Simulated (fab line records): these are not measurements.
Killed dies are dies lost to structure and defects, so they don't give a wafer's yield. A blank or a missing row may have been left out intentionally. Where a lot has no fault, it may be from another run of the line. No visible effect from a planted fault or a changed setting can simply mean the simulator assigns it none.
Struck lot and sound lot, side by side	flow gf180mcu	16 out of 602 route steps
Sound: wafers L335.2, L335.3, L335.4. Wafers struck: L343.2, L343.3, L343.4. Last of all comes the cause.
Each step with rows lists, per side, the tool, then ch with its chambers, then its first start. Under that, the readings that differ: sound wafers	struck wafers	difference of the means	sigmas: that difference in standard deviations of wafers without a fault.
alike: readings with means less than 2 such deviations apart, plus words and numbers identical on both sides. not compared: withheld readings, readings lacking a value on some wafer, bounds such as >300 that could conceal the same value, and numbers that have no deviation in the record and whose values overlap.
The two part at a step that has a row with sigmas, a row that says differs or no value, or rows on one side only. Numbers that have no deviation but don't overlap get no sigmas and don't part them. A reading that every wafer of one side lacks parts them only if that side has two wafers or more.

GF_M2_SPUTTER_04: material TiN, target thk 50 nm, time 40.58 s.
  struck on pvd_sputter-01, day 24 16:27; sound on pvd_sputter-03, day 22 03:12
  alike: throttle_valve_pct
GF_M2_RS_MEAS_05: a four-point-probe measurement.
  struck on film_metro-03, day 24 16:31; sound on film_metro-02, day 22 03:16
  alike: M2_ALCU_RS
GF_M2_THK_MEAS_06: measures by xrf.
  struck on film_metro-03, day 24 16:37; sound on film_metro-02, day 22 03:22
  alike: M2_ALCU_THK
then, 7 steps without rows for these wafers: GF_M2_DEHYDRATE_07 (time 60 s); GF_M2_HMDS_08 (prime time 60 s); GF_M2_COAT_09 (resist thk 1000 nm); GF_M2_SOFTBAKE_10 (time 60 s); GF_M2_EXPOSE_11 (exposes mask Metal2, target cd 280 nm); GF_M2_PEB_12 (peb time 90 s); GF_M2_DEVELOP_13 (develop time 60 s).
GF_M2_CD_MEAS_14: target cd 280 nm.
  struck on cd_sem-02, day 25 14:39; sound on cd_sem-01, day 23 01:51
  alike: cd_nm
GF_M2_OVL_MEAS_15:
  struck on overlay-02, day 25 14:45; sound on overlay-01, day 23 01:58
  alike: M2_OVL
GF_M2_METAL_ETCH_16: etches the open film in Cl2/BCl3, stops on SiO2, target depth 750.8 nm, time 125.1 s.
  sound on rie_metal-03 ch 0,1, day 23 01:59; struck on rie_metal-03 ch 0,1, day 25 14:47
  no value came back on the struck wafers for any of 6 readings (bcl3_flow_sccm (sccm), bias_w (W) and others); on the sound wafers bcl3_flow_sccm (sccm) reads 40.03 39.99 39.87
reading	sound	struck	difference	sigmas
model.KrF_of_M2_COAT_09.thk_nm (nm)	691.7 691 696.6	987.3 988.8 984.3	+293.7	
  not compared: rf_hours_counter_h
GF_M2_STRIP_17: strips in O2/N2.
  sound on plasma_asher-02 ch 0,1, day 23 02:07; struck on plasma_asher-03 ch 0,1, day 25 14:55
reading	sound	struck	difference	sigmas
heater_power_w (W)	383 393 385	320 321 324	-65	-2
oes_product_au (a.u.)	0.540 0.540 0.543	0.657 0.658 0.656	+0.116	+23
strip_time_to_endpoint_s (s)	7.45 7.44 7.50	10.23 10.24 10.21	+2.76	+43
  alike: chamber_pressure_mTorr, drypump_motor_current_A
  not compared: rf_hours_counter_h
then, 1 step without rows for these wafers: GF_M2_STRIP_18 (strips in post etch residue remover, time 1200 s).
-- the record jumps here: 8 days lie between the struck wafers' starts before and after (it left off in module M2 and takes up again in module PASSIVATION, whose first step shown is number 602 of the route) --
GF_PASSIVATION_PROBE_99:
  rows exist in the record for the struck wafers here (prober-02, day 33 23:00), but not for the sound ones

== WHERE THEY PART ==
First at GF_M2_METAL_ETCH_16; last, within this record, at GF_PASSIVATION_PROBE_99.

WHY: what had been put in by the simulator
Beginning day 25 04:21, the whole step at GF_M2_METAL_ETCH_16 was skipped on rie_metal-03. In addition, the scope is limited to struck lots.
